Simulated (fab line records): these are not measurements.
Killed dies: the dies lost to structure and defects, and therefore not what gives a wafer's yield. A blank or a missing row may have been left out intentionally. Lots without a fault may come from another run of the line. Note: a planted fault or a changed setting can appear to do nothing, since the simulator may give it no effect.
fab line records | flow sfq-line
[record] lots = 6 | wafers = 18 | last-day = 97
route steps=325 shown JJ@193 M5@198
lots that met no fault: taken from a fault-free run of the same line
start-h: start of the lot's first displayed wafer, in hours after the record's first day | wait-h: time in hours since the lot's previous step | " unchanged from the row above | L1.1+2: one row covering several wafers at once | - no value, or no start was given | * or withheld: withheld | < > ~ a bound
route shown NAME@n: names a module that has steps shown in the file, with the first one's number in the route | usual: average and standard deviation across the fault-free wafers | same: alike in all rows | chamber/n: place in a boat | sites: the reading at each site | _std_site: the values' standard deviation | _edge_site: inner sites' mean taken away from outer sites' mean | radius-mm: for every site, how far away it sits from the centre of the wafer | mask NAME#n: copy n | behind: tool/chamber where the wafer was last shaped | hold: why the lot went on hold/how many hours it stayed there/how the hold came to an end | device: transistor that didn't switch, given as n, p or np | end of line: the same wafers' tests at the end of the route | where a step has no rows: the recipe by itself | killed: dies lost to structure and defects at the first sort, not the wafer's yield | map: shows each die of a wafer: x if killed, . if not, _ if none is there
set.NAME: setting as actually run; set.NAME@STEP: the setting as run at that earlier step | model.NAME: the simulator's own value behind a step, which no gauge read
lots at some steps of the route; a table a step, a row a wafer
services: a tool's chamber out of use, with start hour (start-h, from the record's first day; less than 0 if before it), hours out, and reason
[[steps]]
[step SFQ_TRILAYER_JJ_CE_BARC_OPEN_RIE_150]
[recipe] mask-material = PR | chemistry = O2 | target-depth-nm = 240 | target = BARC | icp-w = 600 | bias-w = 80 | pressure-mtorr = 10 | time-s = 80
[usual] chamber-pressure-mTorr = 10.000/0.0085 | drypump-motor-current-A = 5.6/0.43 | oes-product-au = 0.537/0.0044
lot.wafer | tool         | chamber | start-h | wait-h | chamber-pressure-mTorr | drypump-motor-current-A | oes-product-au | rf-hours-counter-h
L200.3    | rie-metal-04 | 0       | 1548.20 | 0.6    | 9.995                  | 5.6                     | 0.541          | -
L200.4    | "            | 1       | "       | "      | 10.003                 | 6.2                     | 0.530          | -
L200.6    | "            | 0       | "       | "      | 9.998                  | 5.6                     | 0.545          | -
L202.1    | rie-metal-01 | 1       | 1554.17 | 1.0    | 9.998                  | 5.4                     | 0.544          | 38
L202.4    | "            | 0       | "       | "      | 9.996                  | 5.9                     | 0.544          | -
L202.5    | "            | 0       | "       | "      | 9.991                  | 5.9                     | 0.536          | -
L205.2    | rie-metal-04 | 1       | 1575.01 | 0.8    | 9.990                  | 6.2                     | 0.534          | 23
L205.4    | "            | 1       | "       | "      | 9.988                  | 6.2                     | 0.539          | -
L205.5    | "            | 0       | "       | "      | 9.997                  | 5.6                     | 0.532          | -
L218.2    | rie-metal-04 | 0       | 1706.68 | 0.8    | 9.990                  | 5.6                     | 0.536          | 116
L218.3    | "            | 1       | "       | "      | 9.999                  | 6.2                     | 0.534          | -
L218.4    | "            | 0       | "       | "      | 10.001                 | 5.6                     | 0.532          | -
L221.2    | rie-metal-04 | 0       | 1711.63 | 0.8    | 10.009                 | 5.5                     | 0.535          | 116
L221.3    | "            | 0       | "       | "      | 10.016                 | 5.5                     | 0.541          | -
L221.4    | "            | 1       | "       | "      | 9.993                  | 6.2                     | 0.537          | -
L222.2    | rie-metal-01 | 1       | 1712.80 | 0.8    | 9.999                  | 5.4                     | 0.531          | 60
L222.3    | "            | 0       | "       | "      | 9.994                  | 5.9                     | 0.537          | -
L222.5    | "            | 1       | "       | "      | 9.997                  | 5.4                     | 0.539          | -
[step SFQ_TRILAYER_JJ_CE_ETCH_RIE_118]
[recipe] target = Nb | stop-on = Al2O3 | mask-material = PR | taper-deg = 13.257 | over-etch-frac = 0.15 | time-s = 97.7 | chemistry = SF6 | target-depth-nm = 170 | icp-w = 600 | bias-w = 80 | pressure-mtorr = 10
[usual] chamber-pressure-mTorr = 10.000/0.011 | drypump-motor-current-A = 5.6/0.43 | oes-product-au = 0.988/0.0063
lot.wafer | tool         | chamber | start-h | wait-h | chamber-pressure-mTorr | drypump-motor-current-A | oes-product-au | rf-hours-counter-h
L200.3    | rie-metal-04 | 0       | 1548.30 | 0.1    | 10.019                 | 5.5                     | 0.988          | -
L200.4    | "            | 1       | "       | "      | 9.991                  | 6.2                     | 0.983          | -
L200.6    | "            | 0       | "       | "      | 10.013                 | 5.6                     | 0.983          | -
L202.1    | rie-metal-01 | 1       | 1554.26 | 0.1    | 10.006                 | 5.4                     | 0.987          | 38
L202.4    | "            | 0       | "       | "      | 10.004                 | 5.9                     | 0.987          | -
L202.5    | "            | 0       | "       | "      | 10.002                 | 5.9                     | 0.981          | -
L205.2    | rie-metal-04 | 1       | 1575.11 | 0.1    | 10.011                 | 6.2                     | 0.992          | 23
L205.4    | "            | 1       | "       | "      | 10.007                 | 6.2                     | 0.985          | -
L205.5    | "            | 0       | "       | "      | 10.010                 | 5.6                     | 0.982          | -
L218.2    | rie-metal-04 | 0       | 1706.77 | 0.1    | 10.011                 | 5.6                     | 1.001          | 116
L218.3    | "            | 1       | "       | "      | 10.004                 | 6.2                     | 0.998          | -
L218.4    | "            | 0       | "       | "      | 10.004                 | 5.6                     | 1.007          | -
L221.2    | rie-metal-04 | 0       | 1711.73 | 0.1    | 10.013                 | 5.5                     | 1.000          | 116
L221.3    | "            | 0       | "       | "      | 9.972                  | 5.5                     | 0.995          | -
L221.4    | "            | 1       | "       | "      | 10.020                 | 6.2                     | 0.985          | -
L222.2    | rie-metal-01 | 1       | 1712.89 | 0.1    | 10.007                 | 5.3                     | 0.985          | 60
L222.3    | "            | 0       | "       | "      | 10.001                 | 5.9                     | 0.982          | -
L222.5    | "            | 1       | "       | "      | 10.002                 | 5.4                     | 0.991          | -
[step SFQ_TRILAYER_JJ_ANODIZE_ANODIZE_119]
[recipe] current-density-ma-cm2 = withheld | end-current-density-ma-cm2 = withheld | bath-temp-c = withheld
[step SFQ_TRILAYER_JJ_CE_STRIP_STRIP_120]
[recipe] gas = O2 | power-w = 200 | platen-temp-c = 40 | overash-fraction = 0.65 | chemistry = O2 | pressure-mtorr = 50
[usual] chamber-pressure-mTorr = 50.00/0.043 | drypump-motor-current-A = 5.5/0.43 | oes-product-au = 0.997/0.0076 | platen-temp-c = 40.01/0.11
lot.wafer | tool         | chamber | start-h | wait-h | chamber-pressure-mTorr | drypump-motor-current-A | oes-product-au | platen-temp-c | rf-hours-counter-h
L200.3    | rie-metal-03 | 1       | 1549.57 | 0.2    | 50.05                  | 4.8                     | 0.980          | 40.10         | -
L200.4    | "            | 0       | "       | "      | 50.02                  | 5.6                     | 0.993          | 39.99         | -
L200.6    | "            | 1       | "       | "      | 49.99                  | 4.9                     | 0.989          | 40.05         | -
L202.1    | rie-metal-03 | 0       | 1555.37 | 0.0    | 50.00                  | 5.5                     | 1.002          | 39.99         | 122
L202.4    | "            | 0       | "       | "      | 50.03                  | 5.5                     | 1.001          | 40.13         | -
L202.5    | "            | 0       | "       | "      | 50.04                  | 5.6                     | 0.999          | 40.14         | -
L205.2    | rie-metal-03 | 0       | 1575.71 | 0.0    | 49.99                  | 5.6                     | 1.001          | 39.85         | 126
L205.4    | "            | 1       | "       | "      | 49.99                  | 4.8                     | 0.989          | 40.01         | -
L205.5    | "            | 0       | "       | "      | 50.03                  | 5.5                     | 1.005          | 39.85         | -
L218.2    | rie-metal-04 | 0       | 1707.37 | 0.0    | 50.02                  | 5.6                     | 1.009          | 40.04         | 116
L218.3    | "            | 1       | "       | "      | 49.99                  | 6.2                     | 1.001          | 40.03         | -
L218.4    | "            | 0       | "       | "      | 49.94                  | 5.6                     | 1.010          | 39.90         | -
L221.2    | rie-metal-03 | 1       | 1712.33 | 0.0    | 49.99                  | 4.8                     | 0.986          | 40.09         | 74
L221.3    | "            | 0       | "       | "      | 49.86                  | 5.5                     | 0.999          | 40.15         | -
L221.4    | "            | 1       | "       | "      | 49.98                  | 4.8                     | 0.992          | 40.01         | -
L222.2    | rie-metal-03 | 0       | 1713.50 | 0.0    | 50.00                  | 5.6                     | 0.999          | 40.00         | 13
L222.3    | "            | 1       | "       | "      | 50.06                  | 4.8                     | 0.995          | 40.09         | -
L222.5    | "            | 0       | "       | "      | 49.98                  | 5.5                     | 0.994          | 39.79         | -
[step SFQ_TRILAYER_JJ_CE_STRIP_SOLV_CLEAN_121]
[recipe] chemistry = NMP | temp-c = 70 | time-s = 600
[step SFQ_TRILAYER_M5_LITHO_COAT_128]
[recipe] resist = BARC | spin-rpm = 3000 | resist-thk-nm = 62
[step SFQ_TRILAYER_M5_LITHO_COAT_123]
[recipe] resist = KrF | spin-rpm = 3000 | resist-thk-nm = 600
[step SFQ_TRILAYER_M5_LITHO_SOFTBAKE_127]
[recipe] temp-c = withheld | time-s = withheld | resist = KrF
[step SFQ_TRILAYER_M5_LITHO_EXPOSE_124]
[recipe] mask-id = M5 | na = 0.6 | source-shape = conventional | sigma-outer = 0.65 | target-cd-nm = 700 | dose-mj = 14.4
[step SFQ_TRILAYER_M5_LITHO_PEB_126]
[recipe] peb-temp-c = 115 | peb-time-s = 60 | resist = KrF
[step SFQ_TRILAYER_M5_LITHO_DEVELOP_125]
[recipe] time-s = 60 | resist = KrF
[step SFQ_M5_OVL_MEAS_932]
[usual] M5_OVL = 1/5.7
lot.wafer | tool       | chamber | start-h | wait-h | M5_OVL[nm]
L200.3    | overlay-02 | -       | 1672.93 | 0.1    | -2
L200.4    | "          | -       | "       | "      | 13
L200.6    | "          | -       | "       | "      | 8
L202.1    | overlay-02 | -       | 1678.91 | 0.1    | 2
L202.4    | "          | -       | "       | "      | 6
L202.5    | "          | -       | "       | "      | 4
L205.2    | overlay-01 | -       | 1694.52 | 0.1    | 4
L205.4    | "          | -       | "       | "      | -1
L205.5    | "          | -       | "       | "      | 3
L218.2    | overlay-02 | -       | 1827.57 | 0.1    | 7
L218.3    | "          | -       | "       | "      | 8
L218.4    | "          | -       | "       | "      | 6
L221.2    | overlay-02 | -       | 1833.57 | 0.1    | 2
L221.3    | "          | -       | "       | "      | -1
L221.4    | "          | -       | "       | "      | -5
L222.2    | overlay-02 | -       | 1834.77 | 0.1    | 15
L222.3    | "          | -       | "       | "      | 4
L222.5    | "          | -       | "       | "      | -6
[step SFQ_TRILAYER_M5_BARC_OPEN_METAL_ETCH_161]
[recipe] mask-material = PR | chemistry = O2 | target-depth-nm = 125 | target = BARC | icp-w = 600 | bias-w = 80 | pressure-mtorr = 10 | time-s = 41.7
[usual] chamber-pressure-mTorr = 10.001/0.0084 | drypump-motor-current-A = 5.7/0.46 | oes-product-au = 0.685/0.0043
lot.wafer | tool         | chamber | start-h | wait-h | chamber-pressure-mTorr | drypump-motor-current-A | oes-product-au | rf-hours-counter-h
L200.3    | rie-metal-01 | 1       | 1672.97 | 0.0    | 10.004                 | 5.4                     | 0.687          | -
L200.4    | "            | 0       | "       | "      | 9.999                  | 5.9                     | 0.679          | -
L200.6    | "            | 1       | "       | "      | 10.013                 | 5.3                     | 0.687          | -
L202.1    | rie-metal-03 | 0       | 1678.95 | 0.0    | 10.006                 | 5.5                     | 0.687          | 9
L202.4    | "            | 0       | "       | "      | 10.009                 | 5.5                     | 0.689          | -
L202.5    | "            | 0       | "       | "      | 9.999                  | 5.5                     | 0.687          | -
L205.2    | rie-metal-03 | 0       | 1694.55 | 0.0    | 10.001                 | 5.6                     | 0.685          | 11
L205.4    | "            | 0       | "       | "      | 9.997                  | 5.6                     | 0.675          | -
L205.5    | "            | 0       | "       | "      | 9.991                  | 5.6                     | 0.684          | -
L218.2    | rie-metal-03 | 0       | 1827.60 | 0.0    | 10.003                 | 5.6                     | 0.681          | 31
L218.3    | "            | 1       | "       | "      | 8.000                  | 4.8                     | 0.680          | -
L218.4    | "            | 0       | "       | "      | 9.987                  | 5.6                     | 0.683          | -
L221.2    | rie-metal-03 | 1       | 1833.60 | 0.0    | 8.007                  | 4.9                     | 0.686          | 93
L221.3    | "            | 1       | "       | "      | 8.009                  | 4.8                     | 0.679          | -
L221.4    | "            | 0       | "       | "      | 9.998                  | 5.5                     | 0.688          | -
L222.2    | rie-metal-02 | 0       | 1834.80 | 0.0    | 10.018                 | 6.0                     | 0.686          | 114
L222.3    | "            | 0       | "       | "      | 10.011                 | 6.0                     | 0.679          | -
L222.5    | "            | 0       | "       | "      | 10.007                 | 6.0                     | 0.692          | -
[step SFQ_TRILAYER_M5_ETCH_METAL_ETCH_126]
[recipe] target = Nb | stop-on = SiO2 | mask-material = PR | over-etch-frac = 0.15 | time-s = 203.2 | chemistry = Cl2/BCl3 | target-depth-nm = 265 | icp-w = 600 | bias-w = 80 | pressure-mtorr = 10
[usual] chamber-pressure-mTorr = 9.999/0.0088 | drypump-motor-current-A = 5.7/0.46 | oes-product-au = 0.729/0.0055
lot.wafer | tool         | chamber | start-h | wait-h | chamber-pressure-mTorr | drypump-motor-current-A | oes-product-au | rf-hours-counter-h
L200.3    | rie-metal-01 | 1       | 1673.08 | 0.1    | 10.005                 | 5.3                     | 0.741          | -
L200.4    | "            | 0       | "       | "      | 10.000                 | 5.9                     | 0.731          | -
L200.6    | "            | 1       | "       | "      | 10.002                 | 5.4                     | 0.732          | -
L202.1    | rie-metal-03 | 0       | 1679.01 | 0.0    | 10.004                 | 5.5                     | 0.731          | 9
L202.4    | "            | 0       | "       | "      | 9.990                  | 5.5                     | 0.724          | -
L202.5    | "            | 0       | "       | "      | 10.012                 | 5.5                     | 0.728          | -
L205.2    | rie-metal-03 | 0       | 1694.61 | 0.0    | 9.996                  | 5.6                     | 0.735          | 11
L205.4    | "            | 0       | "       | "      | 10.001                 | 5.6                     | 0.731          | -
L205.5    | "            | 0       | "       | "      | 9.991                  | 5.6                     | 0.739          | -
L218.2    | rie-metal-03 | 0       | 1827.66 | 0.0    | 9.993                  | 5.5                     | 0.726          | 31
L218.3    | "            | 1       | "       | "      | 10.005                 | 4.8                     | 0.730          | -
L218.4    | "            | 0       | "       | "      | 10.008                 | 5.6                     | 0.715          | -
L221.2    | rie-metal-03 | 1       | 1833.66 | 0.0    | 10.010                 | 4.8                     | 0.733          | 93
L221.3    | "            | 1       | "       | "      | 10.000                 | 4.8                     | 0.728          | -
L221.4    | "            | 0       | "       | "      | 10.016                 | 5.5                     | 0.729          | -
L222.2    | rie-metal-02 | 0       | 1834.86 | 0.0    | 10.000                 | 6.0                     | 0.724          | 114
L222.3    | "            | 0       | "       | "      | 9.991                  | 6.0                     | 0.724          | -
L222.5    | "            | 0       | "       | "      | 10.000                 | 6.0                     | 0.730          | -
[[services]]
tool         | chamber | start-h | hours | kind
rie-metal-02 | -       | 1530.57 | 2.8   | pm
rie-metal-01 | -       | 1583.79 | 0.5   | repair
rie-metal-03 | 0       | 1593.03 | -     | clean
rie-metal-03 | 0       | 1593.03 | -     | consumable-replace:focus-ring
rie-metal-03 | 0       | 1593.03 | 18.9  | scheduled-down
rie-metal-03 | 0       | 1593.03 | 18.9  | vent-cycle
rie-metal-02 | 1       | 1611.34 | 20.7  | repair
rie-metal-04 | 0       | 1675.12 | 2.7   | repair
rie-metal-03 | -       | 1681.41 | 1.4   | pm
rie-metal-03 | -       | 1699.67 | 4.3   | pm
rie-metal-02 | -       | 1703.21 | 0.8   | repair
rie-metal-03 | -       | 1707.24 | 0.4   | repair
rie-metal-02 | 1       | 1724.47 | 6.1   | repair
rie-metal-03 | -       | 1775.99 | 0.4   | repair
rie-metal-04 | 0       | 1776.97 | -     | clean
rie-metal-04 | 0       | 1776.97 | -     | consumable-replace:focus-ring
rie-metal-04 | 0       | 1776.97 | 32.5  | scheduled-down
rie-metal-04 | 0       | 1776.97 | 32.5  | vent-cycle
rie-metal-04 | -       | 1821.13 | 0.6   | repair
[[key]]
[first-sign] step = SFQ_TRILAYER_M5_BARC_OPEN_METAL_ETCH_161 | reading = chamber-pressure-mTorr | direction = down | sigmas = 99+ | usual = 10.001 | struck = 8.005
effect none on later readings
met-at SFQ_TRILAYER_M5_BARC_OPEN_METAL_ETCH_161
struck-wafers L218.3,L221.2,L221.3
[fault] kind = process-parameter-drift | tool = rie-metal-03 | chamber = 1 | onset-h = 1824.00 | steps = SFQ_TRILAYER_M5_BARC_OPEN_METAL_ETCH_161 | channel = pressure-mtorr | offset = -2 | shape = step | end-h = 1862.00 | acts-in = these-recipes-only | stated = 10
